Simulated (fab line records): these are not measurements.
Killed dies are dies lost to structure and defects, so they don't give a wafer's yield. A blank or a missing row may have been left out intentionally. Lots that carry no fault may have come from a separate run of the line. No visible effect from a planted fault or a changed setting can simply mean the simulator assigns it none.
2 desks looking at one fault    flow sky130    each desk holds nothing but its own numbers, with what lay behind them at the end

## TOOL OWNER'S DESK, pvd-sputter-03
The tool's own readings at SKY_CAPM_SPUTTER_02 (material TiN, target thk 200 nm, time 166.7 s): means of the sampled wafers that have a number, for each lot that ran on this tool. Marked OUT: a lot whose mean sits more than 4 standard deviations from the usual mean, which makes it out of limits; the brackets give that distance.
Columns: A = cathode-dc-power-W at SKY_CAPM_SPUTTER_02, usual 6499.9 W; B = throttle-valve-pct at SKY_CAPM_SPUTTER_02, usual 29.7 %
lot   first seen here  A                         B
L238  day 35 18:05     6500.4                    30.0
L240  day 36 22:40     6500.2                    29.1
L245  day 38 21:08     6500.0                    30.4
L248  day 40 02:38     6499.6                    29.3
L252  day 40 16:40     6360.3 (-99 or more) OUT  30.1
L253  day 41 01:16     6360.1 (-99 or more) OUT  30.3
This desk's finding: out of limits on L252, L253; first on L252, day 40 16:40 (cathode-dc-power-W at SKY_CAPM_SPUTTER_02). L238, L240, L245, L248: within limits.

## FROM THE METROLOGY DESK
Means of the sampled wafers that have a number, per lot and without regard to the tool the lot ran on: this is what the gauges read. Marked OUT: a lot whose mean sits more than 4 standard deviations from the usual mean, which makes it out of limits; the brackets give that distance.
Columns: A = VIA2_HDPCVD_THK at SKY_VIA2_THK_MEAS_01, usual 1181 nm; B = CAPM_TIN_RS at SKY_CAPM_RS_MEAS_03, usual 6.92 ohm/sq
lot   first seen here  A     B
L238  day 34 11:55     1171  6.92
L240  day 35 17:31     1201  6.84
L243  day 36 20:53     1158  6.81
L245  day 37 14:10     1177  6.88
L248  day 38 23:32     1178  6.90
L252  day 39 13:16     1192  7.07
L253  day 39 22:58     1186  7.08
L256  day 40 23:53     1201  6.99
L257  day 41 00:59     1187  7.03
L258  day 41 05:20     1172  6.95
L259  day 41 12:36     1182  6.91
L260  day 41 20:47     1182  7.06
This desk's finding: nothing out of limits on any of the 12 lots.

## BROUGHT TOGETHER
The tool owner's desk could have raised an alarm at day 40 16:40, on L252, L253.
From the metrology desk's view, nothing was out of limits.
The metrology desk has L252, L253 on record, within its limits.
The lots listed all ran SKY_CAPM_SPUTTER_02 on pvd-sputter-03.

## WHAT THE SIMULATOR HAD PUT IN
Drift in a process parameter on pvd-sputter-03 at SKY_CAPM_SPUTTER_02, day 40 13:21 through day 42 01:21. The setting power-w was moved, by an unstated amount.
Struck lots among those shown: L252, L253.
Delay in hours, fault start to first out-of-limits reading, by desk: the tool owner's desk at 3.
